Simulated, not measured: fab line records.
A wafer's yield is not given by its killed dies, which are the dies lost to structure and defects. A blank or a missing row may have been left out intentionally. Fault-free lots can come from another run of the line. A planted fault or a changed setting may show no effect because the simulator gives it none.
Problem report in the 8D (eight disciplines) form, filled by code + flow sfq line + the parts of the form that need people (team, actions taken, sign-off) are left out

## 1. WHAT IS WRONG
Mean of thk nm at SFQ_TRILAYER_I2_METRO_MEASURE_065: 178.4 nm across 2 wafers in 2 lots; on wafers with no fault it is 199.7 nm (standard deviation 1). That is -21 standard deviations from the usual mean.
First seen on wafer L658.1, day 27 15:42, on film metro-03. The record has a number at this step for 42 wafers belonging to 14 lots. Rule for "out", or "out of limits": more than 4 standard deviations from the usual mean. All remaining wafers that have a number are taken as sound.

## 2. WHAT IT IS, AND WHAT IT ISN'T
| question                    | is                           | is not                                                                                                                          |
|-----------------------------|------------------------------|---------------------------------------------------------------------------------------------------------------------------------|
| which readings at this step | thk nm                       | -                                                                                                                               |
| which lots                  | L658, L660                   | L656, L657, L659, L661, L668, L670, L671, L672, L673, L674, L675, L677                                                          |
| which wafers of those lots  | L658.1, L660.4               | L658.2, L658.4, L660.3, L660.5                                                                                                  |
| read on which tools         | film metro-03, film metro-04 | film metro-02                                                                                                                   |
| when                        | from day 27 15:42            | up to then (8 sound wafers); but 32 sound wafers of L659, L660, L661, L668, L670, L671, L672, L673, L674, L675, L677 came after |

## 3. SUSPECTS, AND WHAT RULES EACH OUT
Counting: any tool at a process step up to the reading remains a suspect provided it ran every lot that is out. Sound lots after the first of them don't rule it out here, since some wafers of a struck lot are sound.
- cmp-01 at SFQ_TRILAYER_I2_CMP_CMP_064 (polishes SiO2): kept. Every lot that is out went through it, the first being L658 (day 27 13:05); the last sound lot it ran before that was L657 (day 27 10:05).
- Within cmp-01 at SFQ_TRILAYER_I2_CMP_CMP_064: the wafers that are out ran in chamber 1; their sound lot-mates ran in chambers 0, 2.
After counting, what remains is cmp-01 at SFQ_TRILAYER_I2_CMP_CMP_064.

## 4. THE CAUSE (what the simulator had put in)
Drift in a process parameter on cmp-01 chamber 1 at SFQ_TRILAYER_I2_CMP_CMP_064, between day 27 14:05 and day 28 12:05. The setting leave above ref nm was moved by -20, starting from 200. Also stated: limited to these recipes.
Only this tool survived the counting.

## 5. SEQUENCE OF EFFECTS, ordered by route
Rows list readings where the struck wafers' mean (over those with a number) sits beyond 3 standard deviations from the usual. Only readings for which the record gives a usual standard deviation are gone through. hours: the time from each lot's start at the first step in this table that gives one to its start at this step, as a median over the lots. sigmas: the change in usual standard deviations.
| hours | step                                  | reading        | usual      | on struck wafers | change | sigmas |
|-------|---------------------------------------|----------------|------------|------------------|--------|--------|
| 0     | SFQ_TRILAYER_I2_METRO_MEASURE_065     | thk nm         | 199.7 nm   | 178.4            | -21.3  | -21    |
| 143   | SFQ_TRILAYER_I2_VIA_ETCH_VIA_ETCH_070 | oes product au | 0.853 a.u. | 0.809            | -0.044 | -8.8   |
It contains these process steps:
- SFQ_TRILAYER_I2_METRO_MEASURE_065
- SFQ_TRILAYER_I2_VIA_ETCH_VIA_ETCH_070: etches SiO2 in CHF3, stops on Nb, target depth 260 nm.
At these later measuring or inspecting steps, every struck wafer for which the step has a row has a number for every such reading, and none has moved that far: SFQ_M3_OVL_MEAS_921, SFQ_I5_OVL_MEAS_936.

## 6. WHAT WOULD HAVE CAUGHT IT SOONER
First out-of-limits reading in this record: day 27 15:42, which is 2 hours after fault onset at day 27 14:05.
Tool readings at SFQ_TRILAYER_I2_CMP_CMP_064 with a usual standard deviation given in the record: none out on any struck wafer, hence no alarm at a limit of 4 standard deviations on them.
Lots out: 2; of these, L660 started SFQ_TRILAYER_I2_CMP_CMP_064 on cmp-01 after day 27 15:42. A tool hold placed at that time would have kept it from harm.
